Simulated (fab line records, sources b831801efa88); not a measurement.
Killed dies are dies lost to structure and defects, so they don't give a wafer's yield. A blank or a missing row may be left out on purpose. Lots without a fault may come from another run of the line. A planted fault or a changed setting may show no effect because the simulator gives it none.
Chamber matching | flow gf180mcu | GF_PASSIVATION_CVD_02 on pecvd-03: 3 sister chambers
The step deposits Si3N4, target thk 700 nm, time 486.18 s. 3 wafers are shown with their chamber, then 7 later ones without.

WAFERS WITH THEIR CHAMBER
wafer  | chamber | heater_power_outer_w (W)
L081.2 | 2       | 319
L084.4 | 0       | 552
L086.4 | 1       | 412

WAFERS WITHOUT THEIR CHAMBER
wafer  | heater_power_outer_w (W)
L086.5 | 584
L093.2 | 453
L093.3 | 363
L093.6 | 397
L097.1 | 373
L097.2 | 433
L097.6 | 449

WHICH CHAMBER EACH WENT THROUGH
wafer  | from the rows above     | in truth
L086.5 | 0                       | 0
L093.2 | can't be placed: 1 or 0 | 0
L093.3 | can't be placed: 2 or 1 | 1
L093.6 | can't be placed: 1 or 2 | 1
L097.1 | can't be placed: 1 or 2 | 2
L097.2 | 1                       | 1
L097.6 | can't be placed: 1 or 0 | 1
Placed correctly: 2 of 7. Can't be placed from these rows: 5 (the true chamber is among the candidates in 5). Placed wrongly: 0.
How it was worked out, from the rows above alone: a wafer's distance from a chamber is the root of the sum, over the readings, of the square of ((its reading less the chamber's mean) divided by the reading's scatter). The wafer belongs to the nearest chamber; if the next one is less than 2 further off, it can't be placed. A chamber's mean is the mean of its shown wafers. The scatter: with one shown wafer a chamber, the root of the mean of the squares of how far each hidden wafer lies from its nearest shown one.
